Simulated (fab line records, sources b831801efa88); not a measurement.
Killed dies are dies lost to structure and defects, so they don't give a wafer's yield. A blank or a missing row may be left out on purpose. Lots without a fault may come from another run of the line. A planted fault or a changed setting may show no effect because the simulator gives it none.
One fault seen from 2 desks | flow gf180mcu | each desk has only its own numbers; what lay behind them comes last

THE TOOL OWNER'S DESK: implanter-03
The tool's own readings at GF_NWELL_IMPLANT_09: means of the sampled wafers that have a number, for each lot that ran on this tool. A lot is out of limits, marked OUT, if its mean lies more than 4 standard deviations from the usual mean; the brackets give that distance.
Columns: A = tilt_deg at GF_NWELL_IMPLANT_09, usual 0.004 degrees
lot  | first seen here | A
L298 | day 3 13:34     | 0.016
L301 | day 4 07:48     | -0.002
L303 | day 4 16:29     | -0.019
L304 | day 4 21:22     | 3.018 (+99 or more) OUT
L309 | day 6 00:34     | 2.994 (+99 or more) OUT
L320 | day 8 18:42     | -0.005
This desk's finding: out of limits on L304, L309; first on L304, day 4 21:22 (tilt_deg at GF_NWELL_IMPLANT_09). In limits: L298, L301, L303, L320.

THE METROLOGY DESK
What the gauges read, lot by lot, whatever tool the lot ran on: means of the sampled wafers that have a number. A lot is out of limits, marked OUT, if its mean lies more than 4 standard deviations from the usual mean; the brackets give that distance.
Columns: A = NWELL_TW at GF_NWELL_TW_MEAS_11, usual 1582; B = NWELL_RS at GF_VT_IMPLANT_RS_MEAS_47, usual 488.0 ohm/sq; C = NSD_TW at GF_NSD_TW_MEAS_12, usual 4267; D = SALICIDE_TIN_RS at GF_SALICIDE_RS_MEAS_04, usual 16.4 ohm/sq
lot  | first seen here | A               | B                | C    | D
L297 | day 3 10:41     | 1574            | 487.7            | 4268 | 16.3
L298 | day 3 13:49     | 1569            | 486.9            | 4269 | 16.6
L299 | day 3 18:04     | 1579            | 487.6            | 4246 | 16.6
L300 | day 4 01:49     | 1576            | 489.3            | 4275 | 16.5
L301 | day 4 08:05     | 1575            | 489.3            | 4273 | 15.9
L302 | day 4 10:23     | 1580            | 487.5            | 4270 | 16.4
L303 | day 4 16:44     | 1568            | 488.9            | 4272 | 16.3
L304 | day 4 21:37     | 1600            | 479.1 (-7.4) OUT | 4299 | 16.3
L309 | day 6 00:48     | 1620 (+5.0) OUT | 479.8 (-6.8) OUT | 4278 | 16.3
L314 | day 7 05:38     | 1583            | 487.7            | 4255 | 15.9
L315 | day 7 12:53     | 1587            | 485.8            | 4246 | 16.7
L317 | day 7 21:32     | 1582            | 486.6            | 4280 | 16.5
L320 | day 8 18:59     | 1586            | 487.2            | 4222 | 16.1
This desk's finding: out of limits on L304, L309; first on L309, day 6 00:48 (NWELL_TW at GF_NWELL_TW_MEAS_11). In limits: L297, L298, L299, L300, L301, L302, L303, L314, L315, L317, L320.

PUT TOGETHER
The tool owner's desk could have raised an alarm at day 4 21:22, on L304, L309.
The metrology desk could have raised an alarm at day 6 00:48, on L304, L309.
Of the lots named, all ran GF_NWELL_IMPLANT_09 on implanter-03.

WHAT THE SIMULATOR HAD PUT IN
Process parameter drift: implanter-03, from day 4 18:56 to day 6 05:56, at GF_NWELL_IMPLANT_09. Setting tilt_deg, moved by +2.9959, from 0. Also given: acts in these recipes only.
Lots struck among those shown: L304, L309.
Hours from the fault's start to each desk's first reading out of limits: the tool owner's desk, 2; the metrology desk, 30.
